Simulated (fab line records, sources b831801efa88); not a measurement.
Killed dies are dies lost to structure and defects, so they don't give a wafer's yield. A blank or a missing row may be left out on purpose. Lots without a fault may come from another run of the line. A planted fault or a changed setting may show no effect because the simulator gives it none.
Chamber matching | flow sky130 | SKY_PASSIVATION_ETCH_11 on rie_diel-03: 4 sister chambers
The step etches the open film in CF4/O2, stops on AlCu, target depth 725 nm, time 161.1 s. 4 wafers are shown with their chamber, then 9 later ones without.

WAFERS WITH THEIR CHAMBER
wafer  | chamber | drypump_motor_current_A (A)
L083.3 | 2       | 6.1
L089.2 | 1       | 5.6
L089.4 | 0       | 5.1
L089.5 | 3       | 5.4

WAFERS WITHOUT THEIR CHAMBER
wafer  | drypump_motor_current_A (A)
L091.4 | 5.0
L091.5 | 6.1
L091.6 | 5.6
L094.2 | 6.1
L094.3 | 5.6
L094.4 | 5.4
L096.2 | 5.1
L096.3 | 5.4
L096.6 | 5.6

WHICH CHAMBER EACH WENT THROUGH
wafer  | from the rows above | in truth
L091.4 | 0                   | 0
L091.5 | 2                   | 2
L091.6 | 1                   | 1
L094.2 | 2                   | 2
L094.3 | 1                   | 1
L094.4 | 3                   | 3
L096.2 | 0                   | 0
L096.3 | 3                   | 3
L096.6 | 1                   | 1
Placed correctly: 9 of 9. Can't be placed from these rows: 0. Placed wrongly: 0.
How it was worked out, from the rows above alone: a wafer's distance from a chamber is the root of the sum, over the readings, of the square of ((its reading less the chamber's mean) divided by the reading's scatter). The wafer belongs to the nearest chamber; if the next one is less than 2 further off, it can't be placed. A chamber's mean is the mean of its shown wafers. The scatter: with one shown wafer a chamber, the root of the mean of the squares of how far each hidden wafer lies from its nearest shown one.
